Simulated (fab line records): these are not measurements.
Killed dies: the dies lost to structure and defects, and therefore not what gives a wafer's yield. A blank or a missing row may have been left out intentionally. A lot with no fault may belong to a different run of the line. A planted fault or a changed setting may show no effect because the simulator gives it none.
fab line records -- flow sky130
record lots=5, wafers=15, last_day=50
route steps=708 shown SONOS_TUNNEL@160 SONOS_ONO@168 GATE_OXIDE@187 PAD_OPEN@708
lots that met no fault: taken from a fault-free run of the same line
start_h: hours from the record's first day to the start of the lot's first wafer shown -- wait_h: time in hours since the lot's previous step -- " as in the row above -- L1.1+2: several wafers, shown together as one row -- - value missing, or start not given -- * or withheld: withheld -- < > ~ a bound
route shown NAME@n: NAME is a module with steps in the file, n the number in the route of the first one -- usual: mean and standard deviation over wafers with no fault -- same: alike in all rows -- chamber/n: place in a boat -- sites: the reading at each site -- _std_site: how widely they spread, as a standard deviation -- _edge_site: outer sites' mean less inner sites' -- radius_mm: how far each site lies from the wafer's centre -- mask NAME#n: copy n -- behind: the most recent tool/chamber to have shaped the wafer -- hold: reason for holding the lot/hours on hold/outcome of the hold -- device: the transistor (n, p or np) that didn't switch -- end of line: tests of these same wafers at the route's end -- a step with no rows: only its recipe -- killed: at the first sort, the dies lost to defects and structure; wafer yield is something else -- map: per-die view of a wafer (x killed, . not killed, _ where there is no die)
set.NAME: setting as actually run; set.NAME@STEP: the setting as run at that earlier step -- model.NAME: the simulator's own value behind a step, which no gauge read
lots at selected steps of the route; one table per step, one row per wafer
services: the hour from which a tool's chamber was out of use, counted from the record's first day as start_h (under 0 if before that day), plus the number of hours and why
## steps
# step SKY_SONOS_TUNNEL_DEVELOP_06
# recipe resist=NOVOLAK, developer=TMAH, develop_time_s=60, dev_temp_c=23
# step SKY_SONOS_TUNNEL_IMPLANT_09
# recipe species=B, energy_kev=20, dose_cm2=1e+12, tilt_deg=withheld
# step SKY_SONOS_TUNNEL_WET_ETCH_10
# recipe chemistry=dHF, target_depth_nm=14, target=SiO2, dilution=100:1, temp_c=25, time_s=280
# step SKY_SONOS_TUNNEL_STRIP_11
# recipe chemistry=SPM, time_s=600, temp_c=130
# step SKY_SONOS_TUNNEL_CLEAN_13
# recipe chemistry=dHF, time_s=20, dilution=100:1, dry=ipa_marangoni
# step SKY_SONOS_ONO_OXIDATION_00
# recipe temp_c=800, ambient=O2, idle_temp_c=700, ramp_up_c_per_min=10, ramp_down_c_per_min=3, stabilise_s=600, purge_s=300, target_thk_a=26, ox_time_s=1249
# step SKY_SONOS_ONO_CVD_02
# recipe material=Si3N4, precursor=DCS/NH3, target_thk_nm=10.5, temp_c=770, time_s=180, pressure_mtorr=250
# step SKY_SONOS_ONO_CVD_04
# recipe material=SiO2, precursor=SiH4/N2O, target_thk_nm=5.7199, temp_c=900, pressure_mtorr=400
lot.wafer,tool,chamber,start_h,wait_h,model.SiO2_of_SONOS_ONO_CVD_04.thk_nm
L870.1,lpcvd-03,0,296.46,0.1,5.664
L870.2,lpcvd-03,0,296.46,0.1,5.621
L870.4,lpcvd-03,0,296.46,0.1,5.541
L873.1,lpcvd-03,1,327.21,0.1,6.84
L873.2,lpcvd-03,1,327.21,0.1,6.758
L873.3,lpcvd-03,1,327.21,0.1,6.711
L874.1,lpcvd-03,0,329.09,0.3,6.846
L874.2,lpcvd-03,0,329.09,0.3,6.903
L874.4,lpcvd-03,0,329.09,0.3,6.902
L875.2,lpcvd-03,1,333.08,0.0,6.825
L875.4,lpcvd-03,1,333.08,0.0,6.818
L875.6,lpcvd-03,1,333.08,0.0,6.797
L886.1,lpcvd-03,1,431.84,0.1,5.622
L886.4,lpcvd-03,1,431.84,0.1,5.684
L886.6,lpcvd-03,1,431.84,0.1,5.538
# step SKY_SONOS_ONO_THK_MEAS_05
# recipe reads=SiO2_of_SONOS_ONO_CVD_04
# usual SONOS_ONO_CVD_04_THK=5.64/0.11
lot.wafer,tool,chamber,start_h,wait_h,SONOS_ONO_CVD_04_THK[nm]
L870.1,film_metro-03,-,297.71,0.0,5.63
L870.2,film_metro-03,-,297.71,0.0,5.59
L870.4,film_metro-03,-,297.71,0.0,5.56
L873.1,film_metro-02,-,329.09,0.0,6.86
L873.2,film_metro-02,-,329.09,0.0,6.76
L873.3,film_metro-02,-,329.09,0.0,6.75
L874.1,film_metro-02,-,330.96,0.0,6.80
L874.2,film_metro-02,-,330.96,0.0,6.89
L874.4,film_metro-02,-,330.96,0.0,6.92
L875.2,film_metro-02,-,334.96,0.0,6.86
L875.4,film_metro-02,-,334.96,0.0,6.86
L875.6,film_metro-02,-,334.96,0.0,6.80
L886.1,film_metro-01,-,433.09,0.0,5.65
L886.4,film_metro-01,-,433.09,0.0,5.67
L886.6,film_metro-01,-,433.09,0.0,5.55
# step SKY_SONOS_ONO_DEHYDRATE_06
# recipe temp_c=200, time_s=60
# step SKY_SONOS_ONO_HMDS_07
# recipe prime_time_s=60, prime_temp_c=120
# step SKY_SONOS_ONO_COAT_08
# recipe resist=NOVOLAK, spin_rpm=3000, resist_thk_nm=1140
# step SKY_SONOS_ONO_SOFTBAKE_09
# recipe temp_c=90, time_s=60, resist=NOVOLAK
# step SKY_SONOS_ONO_EXPOSE_10
# recipe mask_id=ONOM, target_cd_nm=410, na=0.6, source_shape=conventional, sigma_outer=0.6, dose_mj=150
# step SKY_SONOS_ONO_PEB_11
# recipe temp_c=withheld, time_s=*, resist=NOVOLAK
# step SKY_SONOS_ONO_DEVELOP_12
# recipe develop_time_s=60, dev_temp_c=23
# step SKY_SONOS_ONO_ETCH_15
# recipe target_depth_nm=19.52, chemistry=CHF3/O2, source_w=600, bias_w=200, pressure_mtorr=40, chf3_flow_sccm=50, O2_flow_sccm=5, time_s=7.8
# step SKY_SONOS_ONO_WET_ETCH_16
# recipe chemistry=dHF, target_depth_nm=14, dry=n2_spin, target=SiO2, dilution=100:1, temp_c=25, time_s=280
# step SKY_SONOS_ONO_STRIP_17
# recipe chemistry=O2/N2, power_w=1400, pressure_mtorr=1500, platen_temp_c=withheld, o2_flow_sccm=3000, n2_flow_sccm=300, overash_fraction=0.5
# step SKY_SONOS_ONO_WET_ETCH_18
# recipe chemistry=H3PO4, target_depth_nm=15, target=Si3N4, temp_c=160, time_s=172
# step SKY_GATE_OXIDE_CLEAN_00
# recipe chemistry=SC1/SC2, mix=1:4:20, temp_c=70, time_s=150, dry=n2_spin
# step SKY_GATE_OXIDE_OXIDATION_01
# recipe temp_c=900, ambient=O2, stabilise_s=600, purge_s=300, target_thk_a=102.68, ox_time_s=1473
# step SKY_GATE_OXIDE_DEHYDRATE_03
# recipe temp_c=200, time_s=60
# step SKY_GATE_OXIDE_HMDS_04
# recipe prime_time_s=60, prime_temp_c=120
# step SKY_GATE_OXIDE_COAT_05
# recipe resist=NOVOLAK, spin_rpm=3000, resist_thk_nm=1140
# step SKY_GATE_OXIDE_SOFTBAKE_06
# recipe temp_c=90, time_s=60, resist=NOVOLAK
# step SKY_GATE_OXIDE_EXPOSE_07
# recipe mask_id=LVOM, na=0.6, source_shape=conventional, sigma_outer=0.6, polarization=unpolarized, target_cd_nm=600, dose_mj=170
# step SKY_GATE_OXIDE_PEB_08
# recipe temp_c=withheld, time_s=*, resist=NOVOLAK
# step SKY_GATE_OXIDE_DEVELOP_09
# recipe resist=NOVOLAK, developer=TMAH, develop_time_s=60, dev_temp_c=23
# step SKY_GATE_OXIDE_IMPLANT_11
# recipe species=B, energy_kev=10, dose_cm2=2.6e+12, tilt_deg=withheld
# step SKY_GATE_OXIDE_WET_ETCH_12
# recipe chemistry=dHF, target_depth_nm=16.8, dry=n2_spin, target=SiO2, dilution=100:1, temp_c=25, time_s=336
# step SKY_GATE_OXIDE_STRIP_13
# recipe chemistry=O2/N2, power_w=1400, pressure_mtorr=1500, platen_temp_c=withheld, o2_flow_sccm=3000, n2_flow_sccm=300, overash_fraction=0.5
# step SKY_GATE_OXIDE_CLEAN_15
# recipe chemistry=SC1/SC2, mix=1:4:20, temp_c=70, time_s=150, dry=n2_spin
lot.wafer,tool,chamber,start_h,wait_h,model.SiO2_of_SONOS_ONO_CVD_04.thk_nm
L870.1,wet_bench-01,0,351.91,0.1,4.156
L870.2,wet_bench-01,0,351.91,0.1,4.112
L870.4,wet_bench-01,0,351.91,0.1,4.036
L873.1,wet_bench-01,3,386.75,0.1,5.306
L873.2,wet_bench-01,3,386.75,0.1,5.227
L873.3,wet_bench-01,3,386.75,0.1,5.176
L874.1,wet_bench-04,1,388.11,0.1,5.319
L874.2,wet_bench-04,1,388.11,0.1,5.382
L874.4,wet_bench-04,1,388.11,0.1,5.376
L875.2,wet_bench-02,2,393.41,0.0,5.302
L875.4,wet_bench-02,2,393.41,0.0,5.295
L875.6,wet_bench-02,2,393.41,0.0,5.277
L886.1,wet_bench-04,0,497.17,0.1,4.101
L886.4,wet_bench-04,0,497.17,0.1,4.168
L886.6,wet_bench-04,0,497.17,0.1,4.03
# step SKY_PAD_OPEN_PROBE_99
# usual killed_at_M0_to_M3=42/6.3, killed_at_M4_up=3.2/1.9, killed_at_contacts=24/5.8, killed_at_front_end=15/4.3, killed_at_other=0.2/0.62, killed_dies=85/9.3, killed_open=46/6.8, killed_short=38/6.1
# same gross_dies=492, killed_at_back_side=0
lot.wafer,tool,chamber,start_h,wait_h,killed_at_M0_to_M3,killed_at_M4_up,killed_at_contacts,killed_at_front_end,killed_at_other,killed_dies,killed_open,killed_short,model.etest.sonos_erased.drive_ua_um,model.etest.sonos_uncharged.r_on_ohm_um,model.etest.sonos_programmed.off_log10_a_um,model.etest.cap_ono.gate_log10_a_cm2,model.etest.cap_ono.gate_bv_v,model.etest.cap_ono.tox_acc_nm,model.etest.sonos_programmed.vt_v,model.etest.sonos_erased.vt_v
L870.1,prober-02,-,1101.14,0.1,48,3,20,16,2,89,51,38,185.9,801.4,-13.96,-7.972,16.67,12.93,1.455,-2.294
L870.2,prober-02,-,1101.19,0.1,41,4,36,13,0,94,47,47,188.1,832.4,-14.01,-8.031,16.34,12.94,1.493,-2.246
L870.4,prober-02,-,1101.29,0.2,35,3,26,14,0,78,42,36,174.8,826.9,-13.93,-7.923,16.17,12.82,1.558,-2.272
L873.1,prober-01,-,1120.93,0.1,47,2,29,10,1,89,50,39,119.6,881.9,-11.81,-9.476,17.63,14.09,0.7604,-1.615
L873.2,prober-01,-,1120.98,0.1,45,2,18,19,1,85,49,36,122,855.6,-11.92,-9.367,17.62,14.04,0.7888,-1.642
L873.3,prober-01,-,1121.03,0.2,45,2,19,18,0,84,56,28,115.2,847.1,-12.23,-9.384,17.52,14.1,0.848,-1.666
L874.1,prober-02,-,1127.24,0.1,35,3,23,24,0,85,39,46,122.2,855.4,-11.1,-9.661,17.69,14.29,0.6733,-1.547
L874.2,prober-02,-,1127.29,0.1,40,5,20,19,1,85,52,33,105.7,870.1,-11.21,-9.648,18.36,14.23,0.6815,-1.519
L874.4,prober-02,-,1127.39,0.2,31,0,18,17,1,67,37,30,79.05,841,-11.11,-9.669,17.85,14.23,0.6864,-1.445
L875.2,prober-01,-,1127.99,0.1,35,6,18,19,0,78,38,39,110.5,857.4,-12.16,-9.364,17.88,13.95,0.8287,-1.703
L875.4,prober-01,-,1128.09,0.2,37,3,18,23,0,81,42,38,113.6,847,-13.17,-9.296,17.16,13.9,0.9285,-1.736
L875.6,prober-01,-,1128.19,0.2,39,1,23,22,0,85,42,43,143.7,834.7,-12.2,-9.398,17.21,14,0.8318,-1.742
L886.1,prober-02,-,1189.74,0.1,38,2,30,13,0,83,44,39,225.3,796.8,-13.92,-7.707,16.4,12.71,1.531,-2.398
L886.4,prober-02,-,1189.89,0.2,36,3,32,23,0,94,54,39,210.9,803.6,-13.98,-7.809,16.69,12.79,1.496,-2.36
L886.6,prober-02,-,1189.99,0.2,46,0,37,9,0,92,45,47,226.3,791.9,-14.03,-7.682,16.35,12.68,1.53,-2.413
# killed by level:class
L870.1 VIA1:geometric_particle:open=15 FIELD_ISO:geometric_particle:short=9 LI_CONTACT:geometric_particle:open=8 VIA2:geometric_particle:open=8 METAL2:geometric_particle:short=6 CONTACT:geometric_particle:open=6 VIA3:geometric_particle:open=6 METAL3:geometric_particle:short=5
L870.2 CONTACT:geometric_particle:open=14 CONTACT:geometric_particle:short=9 LOCAL_INTERCONNECT:geometric_particle:short=8 VIA1:geometric_particle:open=8 VIA1:geometric_particle:short=6 METAL2:geometric_particle:short=6 FIELD_ISO:geometric_particle:open=5 VIA3:geometric_particle:open=5
L870.4 CONTACT:geometric_particle:open=9 CONTACT:geometric_particle:short=9 VIA1:geometric_particle:open=8 VIA3:geometric_particle:open=6 LI_CONTACT:geometric_particle:open=5 METAL2:geometric_particle:short=5 FIELD_ISO:geometric_particle:open=4 VIA2:geometric_particle:open=4
L873.1 CONTACT:geometric_particle:open=15 METAL1:geometric_particle:short=13 VIA1:geometric_particle:open=10 LI_CONTACT:geometric_particle:open=6 VIA2:geometric_particle:open=5 VIA3:geometric_particle:open=5 CONTACT:geometric_particle:short=4 METAL2:geometric_particle:short=3
L873.2 VIA3:geometric_particle:open=10 VIA1:geometric_particle:open=8 CONTACT:geometric_particle:short=7 VIA2:geometric_particle:open=7 LI_CONTACT:geometric_particle:open=6 VIA3:geometric_particle:short=6 POLY_GATE:geometric_particle:open=5 CONTACT:geometric_particle:open=5
L873.3 VIA1:geometric_particle:open=14 CONTACT:geometric_particle:open=10 VIA2:geometric_particle:open=8 VIA3:geometric_particle:open=8 POLY_GATE:geometric_particle:open=5 METAL2:geometric_particle:short=5 LI_CONTACT:geometric_particle:open=4 FIELD_ISO:geometric_particle:open=3
L874.1 FIELD_ISO:geometric_particle:open=9 METAL2:geometric_particle:short=8 VIA1:geometric_particle:open=8 CONTACT:geometric_particle:short=7 CONTACT:geometric_particle:open=7 LOCAL_INTERCONNECT:geometric_particle:short=6 VIA2:geometric_particle:short=5 FIELD_ISO:geometric_particle:short=4
L874.2 CONTACT:geometric_particle:open=9 VIA1:geometric_particle:open=8 FIELD_ISO:geometric_particle:open=7 METAL1:geometric_particle:short=7 VIA3:geometric_particle:open=7 LI_CONTACT:geometric_particle:open=6 FIELD_ISO:geometric_particle:short=5 METAL1:geometric_particle:open=4
L874.4 FIELD_ISO:geometric_particle:open=6 VIA3:geometric_particle:open=6 VIA2:geometric_particle:open=5 LI_CONTACT:geometric_particle:open=5 LOCAL_INTERCONNECT:geometric_particle:short=5 CONTACT:geometric_particle:open=5 FIELD_ISO:geometric_particle:short=4 VIA2:geometric_particle:short=4
L875.2 VIA1:geometric_particle:open=8 METAL1:geometric_particle:short=7 CONTACT:geometric_particle:open=6 SPACER:geometric_particle:open=5 METAL2:geometric_particle:short=5 LI_CONTACT:geometric_particle:short=5 FIELD_ISO:geometric_particle:short=4 SPACER:geometric_particle:short=4
L875.4 FIELD_ISO:geometric_particle:short=9 VIA2:geometric_particle:open=9 LI_CONTACT:geometric_particle:open=7 METAL2:geometric_particle:short=7 POLY_GATE:geometric_particle:open=6 VIA3:geometric_particle:open=6 VIA1:geometric_particle:open=6 VIA1:geometric_particle:short=4
L875.6 CONTACT:geometric_particle:open=9 VIA2:geometric_particle:short=8 FIELD_ISO:geometric_particle:short=7 VIA2:geometric_particle:open=7 LOCAL_INTERCONNECT:geometric_particle:short=5 LI_CONTACT:geometric_particle:open=4 FIELD_ISO:geometric_particle:open=4 VIA3:geometric_particle:open=4
L886.1 CONTACT:geometric_particle:open=11 METAL1:geometric_particle:short=9 LI_CONTACT:geometric_particle:open=7 VIA1:geometric_particle:open=5 VIA3:geometric_particle:open=5 POLY_GATE:geometric_particle:short=4 LOCAL_INTERCONNECT:geometric_particle:short=4 FIELD_ISO:geometric_particle:short=3
L886.4 CONTACT:geometric_particle:open=12 LI_CONTACT:geometric_particle:open=10 FIELD_ISO:geometric_particle:open=9 VIA1:geometric_particle:open=8 VIA1:geometric_particle:short=7 FIELD_ISO:geometric_particle:short=6 METAL1:geometric_particle:short=5 METAL2:geometric_particle:short=5
L886.6 CONTACT:geometric_particle:short=10 LI_CONTACT:geometric_particle:open=9 CONTACT:geometric_particle:open=9 VIA2:geometric_particle:open=9 VIA3:geometric_particle:open=8 METAL2:geometric_particle:short=7 VIA1:geometric_particle:open=7 LI_CONTACT:geometric_particle:short=5
## services
tool,chamber,start_h,hours,kind
wet_bench-02,-,278.36,1.3,repair
wet_bench-02,-,395.38,4.6,repair
wet_bench-01,-,411.09,46.6,pm
wet_bench-01,-,474.21,0.6,repair
wet_bench-01,-,491.62,10.7,repair
## key
first_sign step=SKY_SONOS_ONO_THK_MEAS_05, reading=SONOS_ONO_CVD_04_THK, direction=up, sigmas=11, usual=5.64, struck=6.83
effect none on later readings
model_effect step=SKY_SONOS_ONO_CVD_04, value=SiO2_of_SONOS_ONO_CVD_04.thk_nm, without=5.627, struck=6.822
model_effect step=SKY_GATE_OXIDE_CLEAN_15, value=SiO2_of_SONOS_ONO_CVD_04.thk_nm, without=4.1, struck=5.296
model_effect step=SKY_PAD_OPEN_PROBE_99, value=etest.sonos_erased.drive_ua_um, without=183.6, struck=114.6
met_at SKY_SONOS_ONO_CVD_04
struck_wafers L873.1,L873.2,L873.3,L874.1,L874.2,L874.4,L875.2,L875.4,L875.6
tester_left_out L873,L874,L875
onset_between 296.46 327.21
fault kind=process_parameter_drift, tool=lpcvd-03, chamber=-, onset_h=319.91, steps=SKY_SONOS_ONO_CVD_04, channel=target_thk_nm, offset=1.1958, shape=step, end_h=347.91, stated=5.7199
# tester_left_out: of these lots the tester's yield and bins aren't shown, on N5 and GAA mostly nor the transistor test; their killed dies are dies lost to structure and defects alone, not to doping, threshold or leakage, so they don't give the yield
